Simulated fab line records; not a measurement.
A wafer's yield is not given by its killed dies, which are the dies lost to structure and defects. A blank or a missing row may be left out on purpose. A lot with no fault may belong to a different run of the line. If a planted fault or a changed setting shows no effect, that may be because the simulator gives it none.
Commonality check across tools    flow gf180mcu    Sample size 12 lots and 36 wafers

== THE REASON FOR OPENING IT ==
At GF_M5_CD_MEAS_07 the reading cd-nm is flagged on 2 of 12 lots. Wafers without a fault read 280.3 nm, standard deviation 1.1.
Rule: a lot gets a flag if all its wafers with a number sit over 4 standard deviations from that mean, or if no wafer of it has a number. The other lots count as sound.

lot   measured      on         cd-nm (nm), wafer by wafer  flag
L363  day 26 12:22  cd-sem-01  280.7 279.4 279.7           
L365  day 27 05:16  cd-sem-02  279.9 279.1 279.3           
L369  day 28 12:11  cd-sem-02  282.0 280.1 281.5           
L370  day 28 19:47  cd-sem-01  279.3 279.3 278.9           
L371  day 29 05:35  cd-sem-01  307.1 306.9 307.4           FLAGGED
L372  day 29 09:37  cd-sem-01  279.4 279.9 280.6           
L373  day 29 16:16  cd-sem-02  305.1 306.1 305.3           FLAGGED
L381  day 31 20:40  cd-sem-01  280.4 279.9 280.0           
L382  day 32 05:08  cd-sem-01  282.7 282.1 279.8           
L383  day 32 06:04  cd-sem-02  278.4 279.4 278.8           
L384  day 32 17:42  cd-sem-01  280.5 279.9 279.3           
L385  day 32 21:40  cd-sem-01  282.4 282.0 281.4           
The numbers of the flagged lots are 306.3 nm on average: +26.0 nm against the usual, or +24 standard deviations.

== LOT BY LOT: THE TOOL USED ==
The record holds 2 process steps before the reading, out of a route of 602 steps. In each cell: the tool, then ch and the chambers that the sampled wafers went through, then the start.
lot   flag     GF_M4_STRIP_17                        GF_M5_PEB_05
L363           plasma-asher-04 ch 0,1, day 23 16:51  litho-track-02 ch 0, day 26 12:01
L365           plasma-asher-01 ch 0,1, day 24 10:25  litho-track-01 ch 0, day 27 04:55
L369           plasma-asher-02 ch 0,1, day 25 20:48  litho-track-01 ch 0, day 28 11:51
L370           plasma-asher-01 ch 0,1, day 26 03:58  litho-track-01 ch 0, day 28 19:28
L371  FLAGGED  plasma-asher-04 ch 0,1, day 26 15:01  litho-track-01 ch 0, day 29 05:15
L372           plasma-asher-01 ch 0,1, day 26 20:03  litho-track-04 ch 0, day 29 09:18
L373  FLAGGED  plasma-asher-01 ch 0,1, day 27 02:05  litho-track-01 ch 0, day 29 15:56
L381           plasma-asher-04 ch 0,1, day 29 11:21  litho-track-02 ch 0, day 31 20:19
L382           plasma-asher-02 ch 0,1, day 29 20:57  litho-track-02 ch 0, day 32 04:48
L383           plasma-asher-04 ch 0, day 29 22:00    litho-track-02 ch 0, day 32 05:43
L384           plasma-asher-02 ch 0,1, day 30 09:31  litho-track-04 ch 0, day 32 17:16
L385           plasma-asher-04 ch 0,1, day 30 15:01  litho-track-01 ch 0, day 32 21:19
What is done by these steps:
- GF_M4_STRIP_17: strips in O2/N2.
- GF_M5_PEB_05: peb time 90 s.
- GF_M5_CD_MEAS_07: target cd 280 nm.

== FLAGGED AGAINST TOTAL, ONE TOOL AT A TIME (gauges that did the reading follow at the end) ==
step              tool             lots run  flagged  share of the flagged lots  sound lots run after its first flagged lot
GF_M4_STRIP_17    plasma-asher-01  4         1        some                       0
GF_M4_STRIP_17    plasma-asher-02  3         0        none                       -
GF_M4_STRIP_17    plasma-asher-04  5         1        some                       3 (L381,L383,L385)
GF_M5_PEB_05      litho-track-01   6         2        all                        1 (L385)
GF_M5_PEB_05      litho-track-02   4         0        none                       -
GF_M5_PEB_05      litho-track-04   2         0        none                       -
GF_M5_CD_MEAS_07  cd-sem-01        8         1        some                       5 (L372,L381,L382,L384,L385)
GF_M5_CD_MEAS_07  cd-sem-02        4         1        some                       1 (L383)

== THE TABLE: WHAT IT ALLOWS ==
All flagged lots share 1 row of the table, namely litho-track-01 at GF_M5_PEB_05.
- litho-track-01 at GF_M5_PEB_05 ran 6 lots, 2 of them flagged. Lots that were sound ran on it after the first flagged one (L385); a persistent fault on the entire tool would not allow that. Its own readings lie more than 4 standard deviations out on every wafer of the flagged lots: heater-power-total-W.
None of the table's rows ran every flagged lot and, after the first, no sound lot.

== WHAT WAS PUT IN BY THE SIMULATOR ==
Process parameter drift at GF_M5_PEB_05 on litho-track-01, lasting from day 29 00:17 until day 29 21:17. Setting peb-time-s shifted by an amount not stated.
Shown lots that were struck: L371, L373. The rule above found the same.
